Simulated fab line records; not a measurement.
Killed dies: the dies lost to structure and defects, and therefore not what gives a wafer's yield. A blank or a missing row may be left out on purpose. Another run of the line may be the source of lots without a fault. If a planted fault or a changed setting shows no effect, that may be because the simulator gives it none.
The same fault as seen by 2 desks || flow sky130 || what lay behind the numbers comes last; until then each desk has only its own

## THE TOOL OWNER'S DESK: cvd-w-02
The tool's own readings at SKY_LI_CONTACT_CVD_21 (deposits W, target thk 400 nm, time 120.56 s): means of the sampled wafers that have a number, for each lot that ran on this tool. The brackets show how far a lot's mean lies from the usual mean; more than 4 standard deviations puts the lot out of limits, marked OUT.
Columns: A = chamber-pressure-Torr at SKY_LI_CONTACT_CVD_21, usual 40.01 Torr; B = heater-power-outer-w at SKY_LI_CONTACT_CVD_21, usual 485 W; C = heater-power-w at SKY_LI_CONTACT_CVD_21, usual 798 W; D = susceptor-temp-C at SKY_LI_CONTACT_CVD_21, usual 400.00 C
{"lot": "L499", "first seen here": "day 29 09:10", "A": 39.92, "B": 518, "C": 850, "D": 400.02}
{"lot": "L501", "first seen here": "day 29 19:13", "A": 39.91, "B": 513, "C": 850, "D": 399.97}
{"lot": "L503", "first seen here": "day 30 21:55", "A": 40.13, "B": 531, "C": 855, "D": 400.14}
{"lot": "L504", "first seen here": "day 31 08:26", "A": 40.14, "B": 511, "C": 875, "D": 399.77}
{"lot": "L506", "first seen here": "day 31 19:34", "A": 40.01, "B": 522, "C": 870, "D": 399.87}
{"lot": "L516", "first seen here": "day 35 06:55", "A": 40.03, "B": 522, "C": 866, "D": 399.94}
{"lot": "L518", "first seen here": "day 35 12:53", "A": 40.01, "B": 535, "C": 859, "D": 400.07}
This desk's verdict: no lot among the 7 shows anything out of limits.

## AT THE METROLOGY DESK
What the gauges read, lot by lot, whatever tool the lot ran on: means of the sampled wafers that have a number. The brackets show how far a lot's mean lies from the usual mean; more than 4 standard deviations puts the lot out of limits, marked OUT.
Columns: A = LI_CONTACT_W_RS at SKY_LI_CONTACT_RS_MEAS_22, usual 0.2846 ohm/sq; B = LI_CONTACT_W_THK at SKY_LI_CONTACT_THK_MEAS_23, usual 400 nm
{"lot": "L498", "first seen here": "day 29 03:19", "A": 0.2852, "B": 399}
{"lot": "L499", "first seen here": "day 29 09:19", "A": 0.2853, "B": 403}
{"lot": "L500", "first seen here": "day 29 15:15", "A": 0.2873, "B": 400}
{"lot": "L501", "first seen here": "day 29 19:21", "A": 0.2851, "B": 403}
{"lot": "L503", "first seen here": "day 30 22:04", "A": 0.2857, "B": 402}
{"lot": "L504", "first seen here": "day 31 08:34", "A": 0.2839, "B": 397}
{"lot": "L505", "first seen here": "day 31 15:41", "A": 0.2815, "B": 404}
{"lot": "L506", "first seen here": "day 31 19:42", "A": 0.2829, "B": 405}
{"lot": "L508", "first seen here": "day 32 17:28", "A": 0.2835, "B": 403}
{"lot": "L509", "first seen here": "day 32 23:56", "A": 0.2836, "B": 406}
{"lot": "L511", "first seen here": "day 34 02:00", "A": 0.2800, "B": 405}
{"lot": "L516", "first seen here": "day 35 07:04", "A": "0.2104 (-27) OUT", "B": "535 (+29) OUT"}
{"lot": "L518", "first seen here": "day 35 13:08", "A": "0.2623 (-8.3) OUT", "B": "443 (+9.2) OUT"}
Per this desk, out of limits: L516, L518; the first was L516, day 35 07:04 (LI_CONTACT_W_RS at SKY_LI_CONTACT_RS_MEAS_22). L498, L499, L500, L501, L503, L504, L505, L506, L508, L509, L511 stayed within limits.

## ALL TOGETHER
An alarm was possible from the metrology desk at day 35 07:04, on L516, L518.
The desk of the tool owner found nothing out of limits.
The tool owner's desk has L516, L518 on record, within its limits.
All the named lots went through SKY_LI_CONTACT_CVD_21 on cvd-w-02.

## WHAT THE SIMULATOR HAD INSERTED
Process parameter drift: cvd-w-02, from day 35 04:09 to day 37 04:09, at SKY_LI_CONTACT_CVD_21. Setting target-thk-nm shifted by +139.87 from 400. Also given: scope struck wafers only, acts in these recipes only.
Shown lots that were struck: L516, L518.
Delay in hours, fault start to first out-of-limits reading, per desk: metrology desk 3.
